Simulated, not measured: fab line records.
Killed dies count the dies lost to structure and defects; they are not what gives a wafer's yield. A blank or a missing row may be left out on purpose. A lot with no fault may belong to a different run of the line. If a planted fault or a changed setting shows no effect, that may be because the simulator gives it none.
Which of the tools did it? | flow sky130 | 13 lots, 39 wafers sampled, at 5 steps of a route of 708

== WHAT THE GAUGES SHOWED, per wafer ==
SKY_NWELL_OVL_MEAS_23.
lot  | measured     | on         | NWELL_01_OVL (nm)
L583 | day 6 02:20  | overlay-01 | -0.9 -0.7 2.1
L584 | day 6 02:28  | overlay-01 | 0.6 0.9 1.0
L585 | day 6 10:37  | overlay-02 | -0.7 -0.2 -0.1
L586 | day 6 14:10  | overlay-01 | -1.0 -1.0 0.6
L587 | day 6 16:37  | overlay-01 | -3.1 -1.9 -1.1
L588 | day 6 17:26  | overlay-02 | -1.6 -1.2 -0.8
L589 | day 7 03:22  | overlay-01 | -1.4 -0.8 -1.1
L590 | day 7 04:11  | overlay-01 | -1.2 0.8 0.8
L592 | day 7 20:46  | overlay-02 | -0.9 -0.8 -4.0
L594 | day 8 04:32  | overlay-02 | -0.3 -1.8 -1.4
L595 | day 8 07:24  | overlay-02 | -0.7 0.2 -0.4
L597 | day 8 19:12  | overlay-01 | 2.0 1.2 0.4
L605 | day 10 21:58 | overlay-01 | 1.3 2.4 1.4

SKY_NWELL_TW_MEAS_26.
lot  | measured     | on            | NWELL_2_TW
L583 | day 6 02:37  | film metro-04 | 502 504 502
L584 | day 6 02:45  | film metro-03 | 500 502 499
L585 | day 6 10:55  | film metro-04 | 502 502 502
L586 | day 6 14:26  | film metro-03 | 502 500 499
L587 | day 6 16:54  | film metro-04 | 501 499 499
L588 | day 6 17:43  | film metro-04 | 501 502 497
L589 | day 7 03:39  | film metro-04 | 499 496 496
L590 | day 7 04:28  | film metro-04 | 497 496 497
L592 | day 7 21:04  | film metro-03 | 497 496 497
L594 | day 8 04:49  | film metro-03 | 486 487 486
L595 | day 8 07:41  | film metro-02 | 482 481 478
L597 | day 8 19:29  | film metro-04 | 502 497 498
L605 | day 10 22:16 | film metro-04 | 504 500 501

SKY_NWELL_RS_MEAS_31: measures by four-point-probe.
lot  | measured     | on            | PWDE_RS (ohm/sq)
L583 | day 6 03:05  | film metro-02 | 5301 5276 5274
L584 | day 6 03:13  | film metro-04 | 5259 5256 5267
L585 | day 6 11:25  | film metro-03 | 5281 5295 5285
L586 | day 6 14:53  | film metro-04 | 5252 5259 5260
L587 | day 6 17:22  | film metro-02 | 5260 5267 5276
L588 | day 6 18:10  | film metro-03 | 5254 5239 5266
L589 | day 7 04:07  | film metro-03 | 5261 5281 5274
L590 | day 7 04:55  | film metro-02 | 5323 5299 5303
L592 | day 7 21:32  | film metro-04 | 5303 5274 5302
L594 | day 8 05:16  | film metro-04 | 5270 5283 5268
L595 | day 8 08:08  | film metro-03 | 5251 5293 5273
L597 | day 8 19:56  | film metro-02 | 5263 5252 5278
L605 | day 10 22:44 | film metro-03 | 5315 5280 5292

SKY_VT_ADJUST_HVTP_CD_MEAS_07: the cd target is 380 nm.
lot  | measured     | on        | cd nm (nm)
L583 | day 6 22:01  | cd sem-01 | 383.2 382.7 384.0
L584 | day 6 22:32  | cd sem-02 | 376.5 375.0 375.9
L585 | day 7 06:28  | cd sem-01 | 382.0 380.3 380.1
L586 | day 7 10:50  | cd sem-02 | 378.9 379.1 377.6
L587 | day 7 12:54  | cd sem-02 | 381.7 382.2 382.2
L588 | day 7 13:32  | cd sem-02 | 378.4 379.5 380.2
L589 | day 8 00:34  | cd sem-01 | 379.6 379.9 380.5
L590 | day 8 00:35  | cd sem-02 | 381.8 380.1 377.4
L592 | day 8 17:58  | cd sem-02 | 383.9 382.2 380.1
L594 | day 9 01:44  | cd sem-01 | 381.7 377.7 382.1
L595 | day 9 04:38  | cd sem-02 | 381.1 380.0 378.8
L597 | day 9 16:54  | cd sem-01 | 379.2 376.3 376.8
L605 | day 11 22:08 | cd sem-01 | 378.4 373.9 377.5

== WHAT TOOL EACH LOT RAN ON (gives the tool, then ch and the chambers of the sampled wafers, and finally the start) ==
lot  | SKY_NWELL_IMPLANT_24
L583 | implanter-01 ch 0, day 6 02:24
L584 | implanter-02 ch 0, day 6 02:31
L585 | implanter-01 ch 0, day 6 10:43
L586 | implanter-02 ch 0, day 6 14:11
L587 | implanter-03 ch 0, day 6 16:40
L588 | implanter-02 ch 0, day 6 17:28
L589 | implanter-03 ch 0, day 7 03:25
L590 | implanter-02 ch 0, day 7 04:13
L592 | implanter-01 ch 0, day 7 20:50
L594 | implanter-01 ch 0, day 8 04:34
L595 | implanter-01 ch 0, day 8 07:26
L597 | implanter-03 ch 0, day 8 19:14
L605 | implanter-03 ch 0, day 10 22:02
- SKY_NWELL_IMPLANT_24

== AS READ BY THE TOOLS THEMSELVES (means over the sampled wafers that have a number; for cases with no such wafer, the mark the record gives instead) ==
SKY_NWELL_IMPLANT_24.
lot  | tool         | dose ions cm2 | faraday current uA
L583 | implanter-01 | 9.202e+12     | 51.6
L584 | implanter-02 | 9.193e+12     | 52.0
L585 | implanter-01 | 9.201e+12     | 51.6
L586 | implanter-02 | 9.199e+12     | 52.3
L587 | implanter-03 | 9.213e+12     | 51.1
L588 | implanter-02 | 9.198e+12     | 51.5
L589 | implanter-03 | 9.198e+12     | 52.2
L590 | implanter-02 | 9.202e+12     | 52.0
L592 | implanter-01 | 9.207e+12     | 50.2
L594 | implanter-01 | 8.502e+12     | 48.8
L595 | implanter-01 | 8.493e+12     | 48.1
L597 | implanter-03 | 9.202e+12     | 51.1
L605 | implanter-03 | 9.191e+12     | 52.0

== THE ANSWER, worked out from the rows above alone ==
Rule: usual is defined by the lots themselves. The widest of any qualifying gaps counts: lots, ordered by their means at a reading, are off when they make up no more than a third of the lots, leave a main group of 4 or more, and stand apart from it by 3 or more times the standard deviation of that group's means. The tables above print the reading to a certain number of digits; a main group whose means all agree to those digits is not used. Also off: a lot with no number at a reading for which 4 or more lots have one. All remaining lots with rows at the step are treated as sound. First the gauges in route order, then the tools' own readings, where a lot's mean is used as printed above. The first step at which some lot is off is used, and at that step the reading that is off furthest; a lot without a number counts as furthest.
Off: L594, L595, seen at SKY_NWELL_TW_MEAS_26 (NWELL_2_TW). Main group: mean 500, sd 2.
If a tool, at a process step before that reading, ran all the lots that are off and no sound lot after the first of them, it fits. Not tried: the gauges at SKY_NWELL_TW_MEAS_26; whatever is off there is also off at SKY_NWELL_IMPLANT_24, on other tools, and gauge error can't account for it. One fits: implanter-01 at SKY_NWELL_IMPLANT_24. A fault onset in the window from L592 (day 7 20:50, its last sound lot) to L594 (day 8 04:34, its first lot off) fits.
The tool's own readings at SKY_NWELL_IMPLANT_24 bear it out: on the lots that are off they differ by more than 5 times the standard deviation of the sound lots' means. dose ions cm2 reads 8.498e+12 there against 9.201e+12 on the sound lots; faraday current uA reads 48.5 there against 51.6 on the sound lots.

== WHAT WAS PUT IN BY THE SIMULATOR ==
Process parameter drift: implanter-01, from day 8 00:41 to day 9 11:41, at SKY_NWELL_IMPLANT_24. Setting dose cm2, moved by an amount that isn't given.
Shown lots that were struck: L594, L595. The rule given above showed the same thing.
